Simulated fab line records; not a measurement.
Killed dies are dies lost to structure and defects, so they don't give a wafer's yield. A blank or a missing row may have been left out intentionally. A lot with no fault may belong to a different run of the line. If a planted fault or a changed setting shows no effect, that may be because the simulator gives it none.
What tool caused it? | flow sky130 | 24 lots with 72 wafers sampled at 6 steps, on a route of 708 steps

== WHAT THE GAUGES SHOWED, per wafer ==
SKY_VT_ADJUST_HVTR_OVL_MEAS_08.
lot  | measured     | on         | VT_ADJUST_HVTR_OVL (nm)
L074 | day 9 14:45  | overlay-02 | -0.1 -1.0 -3.4
L075 | day 9 22:08  | overlay-01 | -2.2 -3.4 -3.9
L076 | day 10 01:10 | overlay-01 | 0.1 1.0 3.1
L077 | day 10 11:49 | overlay-02 | -1.1 -0.3 -3.2
L078 | day 11 11:53 | overlay-02 | -1.0 -1.0 -0.2
L079 | day 11 17:46 | overlay-01 | -3.9 -1.5 -0.5
L080 | day 11 18:11 | overlay-01 | -2.0 0.6 0.2
L081 | day 12 02:20 | overlay-02 | -0.8 0.1 2.1
L082 | day 12 02:34 | overlay-01 | -1.1 -0.5 -0.3
L083 | day 12 12:52 | overlay-01 | -1.6 0.7 -1.0
L084 | day 12 20:15 | overlay-02 | 0.1 -0.1 0.2
L085 | day 13 01:58 | overlay-01 | -0.9 -2.2 -1.9
L086 | day 13 11:13 | overlay-01 | -0.3 -0.8 1.8
L087 | day 13 15:10 | overlay-02 | 1.8 2.7 1.6
L088 | day 13 17:46 | overlay-01 | 0.2 -0.9 -1.2
L089 | day 14 01:03 | overlay-01 | -0.2 0.0 0.1
L090 | day 14 06:52 | overlay-01 | 0.0 1.7 1.6
L091 | day 14 15:34 | overlay-02 | -0.6 2.0 -0.2
L092 | day 15 00:07 | overlay-01 | -1.9 -1.9 -2.9
L093 | day 15 06:43 | overlay-02 | 0.4 1.8 -0.8
L094 | day 15 18:15 | overlay-02 | 1.0 0.7 -0.4
L095 | day 16 05:52 | overlay-01 | -0.4 -2.1 -1.8
L096 | day 16 11:35 | overlay-02 | 1.3 2.1 3.6
L097 | day 16 11:40 | overlay-01 | -0.2 -2.1 -2.6

SKY_METAL5_THK_MEAS_06: measures by xrf.
lot  | measured     | on            | METAL5_ALCU_THK (nm)
L074 | day 44 04:22 | film-metro-01 | 1169 1146 1164
L075 | day 44 01:14 | film-metro-01 | 1160 1175 1172
L076 | day 44 08:35 | film-metro-02 | 1162 1164 1170
L077 | day 44 09:50 | film-metro-04 | 1198 1188 1183
L078 | day 44 16:55 | film-metro-02 | 1186 1177 1177
L079 | day 44 23:10 | film-metro-01 | 1136 1166 1147
L080 | day 45 11:21 | film-metro-04 | 1173 1190 1170
L081 | day 45 12:16 | film-metro-02 | 1168 1169 1181
L082 | day 45 12:17 | film-metro-04 | 1175 1178 1197
L083 | day 45 20:04 | film-metro-02 | 1174 1187 1170
L084 | day 46 03:46 | film-metro-01 | 1159 1155 1153
L085 | day 46 10:17 | film-metro-02 | 1152 1150 1150
L086 | day 46 12:24 | film-metro-01 | 1138 1125 1129
L087 | day 46 14:20 | film-metro-01 | 1148 1150 1140
L088 | day 46 21:31 | film-metro-02 | 1155 1157 1144
L089 | day 47 02:24 | film-metro-02 | 1161 1153 1154
L090 | day 47 07:05 | film-metro-01 | 1165 1162 1164
L091 | day 47 12:06 | film-metro-02 | 1161 1172 1164
L092 | day 47 18:47 | film-metro-02 | 1157 1156 1179
L093 | day 48 03:08 | film-metro-02 | 1189 1194 1176
L094 | day 48 10:52 | film-metro-01 | 1170 1164 1164
L095 | day 48 15:25 | film-metro-04 | 1183 1199 1189
L096 | day 49 00:12 | film-metro-04 | 1199 1196 1194
L097 | day 48 19:32 | film-metro-04 | 1193 1180 1181

SKY_PAD_OPEN_BOW_MEAS_13.
lot  | measured     | on            | PAD_OPEN_BOW (um)
L074 | day 46 22:21 | film-metro-02 | 35 41 31
L075 | day 46 19:28 | film-metro-01 | 38 30 43
L076 | day 47 04:19 | film-metro-01 | 37 49 56
L077 | day 47 05:49 | film-metro-02 | 42 40 27
L078 | day 47 11:37 | film-metro-02 | 53 49 43
L079 | day 47 15:24 | film-metro-03 | 41 38 48
L080 | day 48 04:05 | film-metro-02 | 50 40 47
L081 | day 48 05:41 | film-metro-02 | 39 22 38
L082 | day 48 05:59 | film-metro-01 | 60 41 45
L083 | day 48 11:38 | film-metro-03 | 62 53 69
L084 | day 48 18:54 | film-metro-02 | 55 49 56
L085 | day 49 01:08 | film-metro-02 | 38 44 44
L086 | day 49 03:04 | film-metro-02 | 32 40 46
L087 | day 49 06:14 | film-metro-01 | 46 38 42
L088 | day 49 11:01 | film-metro-01 | 60 57 70
L089 | day 49 15:38 | film-metro-01 | 43 39 50
L090 | day 49 19:06 | film-metro-03 | 55 61 51
L091 | day 49 23:25 | film-metro-01 | 37 45 40
L092 | day 50 04:33 | film-metro-01 | 55 52 47
L093 | day 50 12:20 | film-metro-01 | 34 35 37
L094 | day 50 18:04 | film-metro-02 | 60 40 57
L095 | day 50 21:23 | film-metro-01 | 68 69 54
L096 | day 51 05:42 | film-metro-02 | 46 49 55
L097 | day 51 01:32 | film-metro-03 | 70 54 57

== WHAT TOOL EACH LOT RAN ON (gives the tool, then ch and the chambers of the sampled wafers, and finally the start) ==
lot  | SKY_VIA1_ETCH_14                   | SKY_VIA1_CVD_21               | SKY_METAL5_SPUTTER_04
L074 | rie-diel-02 ch 0,1, day 35 09:35   | cvd-w-01 ch 0,1, day 35 10:20 | pvd-sputter-01, day 44 04:13
L075 | rie-diel-03 ch 0,1, day 35 07:55   | cvd-w-01 ch 0, day 35 08:39   | pvd-sputter-04, day 44 01:04
L076 | rie-diel-03 ch 1,2,3, day 35 12:25 | cvd-w-01 ch 0, day 35 13:09   | pvd-sputter-01, day 44 08:24
L077 | rie-diel-02 ch 1,2,3, day 35 14:12 | cvd-w-02 ch 0,1, day 35 14:56 | pvd-sputter-04, day 44 09:40
L078 | rie-diel-02 ch 0,2,3, day 35 23:17 | cvd-w-01 ch 0,1, day 36 00:02 | pvd-sputter-04, day 44 16:46
L079 | rie-diel-04 ch 0,2, day 36 08:57   | cvd-w-01 ch 0,1, day 36 09:44 | pvd-sputter-01, day 44 22:59
L080 | rie-diel-04 ch 1,3, day 36 17:24   | cvd-w-02 ch 0,1, day 36 18:08 | pvd-sputter-03, day 45 11:10
L081 | rie-diel-03 ch 1,3, day 36 19:51   | cvd-w-02 ch 0,1, day 36 20:35 | pvd-sputter-04, day 45 12:05
L082 | rie-diel-04 ch 2,3, day 36 20:14   | cvd-w-01 ch 0,1, day 36 21:01 | pvd-sputter-01, day 45 12:07
L083 | rie-diel-02 ch 0,2,3, day 37 06:15 | cvd-w-01 ch 0,1, day 37 07:00 | pvd-sputter-04, day 45 19:53
L084 | rie-diel-03 ch 1,2,3, day 37 18:17 | cvd-w-02 ch 0,1, day 37 19:04 | pvd-sputter-03, day 46 03:35
L085 | rie-diel-02 ch 0,1,2, day 37 23:42 | cvd-w-01 ch 0,1, day 38 00:26 | pvd-sputter-01, day 46 10:07
L086 | rie-diel-02 ch 0,1,3, day 38 03:07 | cvd-w-02 ch 0,1, day 38 03:53 | pvd-sputter-03, day 46 12:13
L087 | rie-diel-04 ch 0,2,3, day 38 07:14 | cvd-w-01 ch 0,1, day 38 07:59 | pvd-sputter-01, day 46 14:10
L088 | rie-diel-04 ch 0,1,3, day 38 18:37 | cvd-w-01 ch 1, day 38 19:26   | pvd-sputter-01, day 46 21:20
L089 | rie-diel-02 ch 0,1,2, day 38 20:22 | cvd-w-01 ch 0,1, day 38 21:39 | pvd-sputter-01, day 47 02:14
L090 | rie-diel-04 ch 1,3, day 39 01:07   | cvd-w-01 ch 0,1, day 39 01:53 | pvd-sputter-01, day 47 06:55
L091 | rie-diel-02 ch 0,2, day 39 07:14   | cvd-w-02 ch 0,1, day 39 08:02 | pvd-sputter-03, day 47 11:55
L092 | rie-diel-03 ch 0,2,3, day 39 18:27 | cvd-w-02 ch 0,1, day 39 19:16 | pvd-sputter-03, day 47 18:37
L093 | rie-diel-04 ch 0,3, day 40 02:31   | cvd-w-01 ch 0,1, day 40 03:20 | pvd-sputter-04, day 48 02:58
L094 | rie-diel-03 ch 0,1,2, day 40 13:08 | cvd-w-01 ch 0,1, day 40 13:56 | pvd-sputter-04, day 48 10:42
L095 | rie-diel-04 ch 0,1,3, day 40 22:34 | cvd-w-02 ch 0,1, day 40 23:20 | pvd-sputter-01, day 48 15:14
L096 | rie-diel-02 ch 1,2,3, day 41 04:24 | cvd-w-01 ch 0,1, day 41 05:13 | pvd-sputter-01, day 49 00:01
L097 | rie-diel-02 ch 1,2, day 41 00:18   | cvd-w-02 ch 0,1, day 41 01:03 | pvd-sputter-01, day 48 19:21
- SKY_VIA1_ETCH_14: etches BARC in N2/H2, stops on SiO2, time 45.9 s, target depth 60 nm.
- SKY_VIA1_CVD_21: deposits W, target thk 270 nm, time 80.902 s.
- SKY_METAL5_SPUTTER_04: material TiN, target thk 70 nm, time 58.3 s.

== WHAT THE TOOLS THEMSELVES READ (means of the sampled wafers that have a number; where no wafer has one, the mark that the record gives instead) ==
SKY_VIA1_ETCH_14.
lot  | tool        | bias-w (W) | drypump-motor-current-A (A) | oes-product-au (a.u.) | rf-fwd-power-W (W) | throttle-valve-pct (%)
L074 | rie-diel-02 | 100.13     | 5.6                         | 0.856                 | 495.7              | 13.234
L075 | rie-diel-03 | 100.04     | 6.4                         | 0.854                 | 496.9              | 13.221
L076 | rie-diel-03 | 99.96      | 6.0                         | 0.860                 | 495.3              | 13.230
L077 | rie-diel-02 | 99.91      | 5.8                         | 0.852                 | 493.3              | 13.230
L078 | rie-diel-02 | 100.11     | 5.5                         | 0.851                 | 493.0              | 13.232
L079 | rie-diel-04 | 99.87      | 6.2                         | 0.854                 | 492.8              | 13.235
L080 | rie-diel-04 | 99.88      | 5.6                         | 0.856                 | 496.4              | 13.228
L081 | rie-diel-03 | 100.13     | 6.2                         | 0.859                 | 493.1              | 13.222
L082 | rie-diel-04 | 99.92      | 5.7                         | 0.853                 | 495.1              | 13.230
L083 | rie-diel-02 | 100.04     | 5.4                         | 0.854                 | 493.3              | 13.229
L084 | rie-diel-03 | 100.09     | 6.0                         | 0.858                 | 494.6              | 13.230
L085 | rie-diel-02 | 100.33     | 5.7                         | 0.852                 | 492.1              | 13.228
L086 | rie-diel-02 | 100.14     | 5.7                         | 0.856                 | 495.4              | 13.231
L087 | rie-diel-04 | 99.75      | 5.9                         | 0.854                 | 494.1              | 13.221
L088 | rie-diel-04 | 99.80      | 5.9                         | 0.854                 | 495.2              | 13.228
L089 | rie-diel-02 | 100.11     | 5.7                         | 0.852                 | 494.3              | 13.218
L090 | rie-diel-04 | 99.68      | 5.6                         | 0.859                 | 494.0              | 13.232
L091 | rie-diel-02 | 100.02     | 5.5                         | 0.856                 | 493.3              | 13.221
L092 | rie-diel-03 | 99.61      | 6.1                         | 0.855                 | 494.8              | 13.225
L093 | rie-diel-04 | 99.90      | 5.9                         | 0.854                 | 492.2              | 13.225
L094 | rie-diel-03 | 99.94      | 6.1                         | 0.861                 | 494.5              | 13.225
L095 | rie-diel-04 | 100.03     | 5.9                         | 0.855                 | 494.0              | 13.218
L096 | rie-diel-02 | 100.13     | 5.8                         | 0.858                 | 492.3              | 13.215
L097 | rie-diel-02 | 99.64      | 6.0                         | 0.856                 | 494.0              | 13.224

SKY_VIA1_CVD_21.
lot  | tool     | heater-power-outer-w (W) | heater-power-w (W)
L074 | cvd-w-01 | 527                      | 863
L075 | cvd-w-01 | 547                      | 882
L076 | cvd-w-01 | 532                      | 893
L077 | cvd-w-02 | 523                      | 863
L078 | cvd-w-01 | 520                      | 845
L079 | cvd-w-01 | 523                      | 829
L080 | cvd-w-02 | 507                      | 837
L081 | cvd-w-02 | 518                      | 850
L082 | cvd-w-01 | 516                      | 848
L083 | cvd-w-01 | 509                      | 825
L084 | cvd-w-02 | 517                      | 829
L085 | cvd-w-01 | 496                      | 811
L086 | cvd-w-02 | 527                      | 868
L087 | cvd-w-01 | 497                      | 826
L088 | cvd-w-01 | 476                      | 779
L089 | cvd-w-01 | 505                      | 832
L090 | cvd-w-01 | 504                      | 836
L091 | cvd-w-02 | 502                      | 818
L092 | cvd-w-02 | 500                      | 819
L093 | cvd-w-01 | 498                      | 831
L094 | cvd-w-01 | 504                      | 822
L095 | cvd-w-02 | 501                      | 802
L096 | cvd-w-01 | 518                      | 853
L097 | cvd-w-02 | 492                      | 832

SKY_METAL5_SPUTTER_04.
lot  | tool           | throttle-valve-pct (%)
L074 | pvd-sputter-01 | 30.4
L075 | pvd-sputter-04 | 30.4
L076 | pvd-sputter-01 | 30.8
L077 | pvd-sputter-04 | 29.9
L078 | pvd-sputter-04 | 29.8
L079 | pvd-sputter-01 | 29.8
L080 | pvd-sputter-03 | 31.3
L081 | pvd-sputter-04 | 30.1
L082 | pvd-sputter-01 | 30.8
L083 | pvd-sputter-04 | 29.8
L084 | pvd-sputter-03 | 30.5
L085 | pvd-sputter-01 | 30.5
L086 | pvd-sputter-03 | 31.1
L087 | pvd-sputter-01 | 29.7
L088 | pvd-sputter-01 | 29.8
L089 | pvd-sputter-01 | 30.8
L090 | pvd-sputter-01 | 30.5
L091 | pvd-sputter-03 | 31.1
L092 | pvd-sputter-03 | 30.2
L093 | pvd-sputter-04 | 29.8
L094 | pvd-sputter-04 | 30.0
L095 | pvd-sputter-01 | 29.6
L096 | pvd-sputter-01 | 29.7
L097 | pvd-sputter-01 | 29.5

== THE ANSWER, worked out from the rows above alone ==
Rule: the usual values come from the lots themselves. Put in order of their means at a reading, lots are off if they are a third of the lots or fewer, leave a main group of 4 or more, and stand apart from it by a gap of 3 or more times the standard deviation of the main group's means; of several such gaps the widest counts. If all means in a main group match to the digits the tables above print for the reading, that group is not used. Also off: a lot with no number at a reading for which 4 or more lots have one. Where the step has rows for the other lots, those lots are counted as sound. After the gauges, taken in route order, come the tools' own readings; for these a lot's mean is taken, as printed above. At the first step where some lot is off, the reading lying furthest off is the one used; lots without a number count as furthest.
None of the lots is off at any reading shown; this tells nothing.

== WHAT THE SIMULATOR PUT IN ==
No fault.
